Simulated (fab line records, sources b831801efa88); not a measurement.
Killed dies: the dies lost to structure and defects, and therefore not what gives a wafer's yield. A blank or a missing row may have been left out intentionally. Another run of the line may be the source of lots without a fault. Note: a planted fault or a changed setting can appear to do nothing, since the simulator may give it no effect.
Problem report, 8D (eight disciplines) form, completed by code	flow gf180mcu	the parts of the form that need people (team, actions taken, sign-off) are left out

## 1. THE ISSUE
At GF_V3_CMP_26, overpolish run s averages 0.038 s over 9 wafers from 3 lots, while fault-free wafers read 15.000 s, standard deviation 0.0094. That is -99 or more standard deviations from the usual mean.
The step: polishes, stops on SiO2, t overpolish 15 s, target thk 0 nm.
The first sign was on wafer L190.4 at day 26 16:39, on cmp-01. The record has a number at this step for 42 wafers belonging to 14 lots. The rule behind "out" and "out of limits": a value lying over 4 standard deviations away from the usual mean. The other wafers with a number count as sound.

## 2. WHAT THIS IS AND IS NOT
question	is	is not
which readings at this step	overpolish run s, time to endpoint s	motor current A
which lots	L190, L191, L192	L177, L178, L180, L183, L184, L185, L186, L193, L195, L198, L200
which wafers of those lots	all that have a number	-
read on which tools	cmp-01	cmp-02
when	from day 26 16:39	up to then (21 sound wafers); but 12 sound wafers of L193, L195, L198, L200 came after

## 3. THE SUSPECTS, EACH WITH WHAT RULES IT OUT
Counting: a tool stays on the suspect list if, at a process step up to the reading, it processed all lots that are out and no sound lot following the first of them.
- cmp-01 at GF_V3_CMP_26 (polishes, stops on SiO2, t overpolish 15 s, target thk 0 nm): kept. All lots that are out passed through it, beginning with L190 at day 26 16:39, and no sound lot followed; its final sound lot before that point was L186 at day 25 10:19. Its own readings are out on those wafers: overpolish run s, time to endpoint s.
The count leaves cmp-01 at GF_V3_CMP_26.

## 4. THE CAUSE (what the simulator had put in)
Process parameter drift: cmp-01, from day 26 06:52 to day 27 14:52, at GF_V3_CMP_26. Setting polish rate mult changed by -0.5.
This tool alone remained once counting was done.

## 5. THE EFFECT CHAIN, in route order
Each row: a reading where the mean over the struck wafers with a number is more than 3 standard deviations away from the usual. Only readings for which the record gives a usual standard deviation are gone through. hours: the time from each lot's start at the first step in this table that gives one to its start at this step, as a median over the lots. sigmas: the change in usual standard deviations.
hours	step	reading	usual	on struck wafers	change	sigmas
0	GF_V3_CMP_26	overpolish run s	15.000 s	0.038	-14.962	-99 or more
0	GF_V3_CMP_26	time to endpoint s	86 s	131	+45	+10
139	GF_PASSIVATION_PROBE_99	defect limited yield	90.2 %	0.0	-90.2	-60
139	GF_PASSIVATION_PROBE_99	killed_at_M0_to_M3	21	465	+444	+87
139	GF_PASSIVATION_PROBE_99	killed dies	48	492	+444	+59
139	GF_PASSIVATION_PROBE_99	killed on rim	9	96	+87	+28
139	GF_PASSIVATION_PROBE_99	sort_bin_3_pad_short	0.43 %	91.53	+91.10	+99 or more
139	GF_PASSIVATION_PROBE_99	sort n pass	444	0	-444	-59
139	GF_PASSIVATION_PROBE_99	sort yield pct	90.2 %	0.0	-90.2	-60
It contains these process steps:
- GF_V3_CMP_26: polishes, stops on SiO2, t overpolish 15 s, target thk 0 nm.
- GF_PASSIVATION_PROBE_99

## 6. WHAT WOULD HAVE CAUGHT IT SOONER
First out-of-limits reading in this record: day 26 16:39, which is 10 hours after fault onset at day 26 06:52.
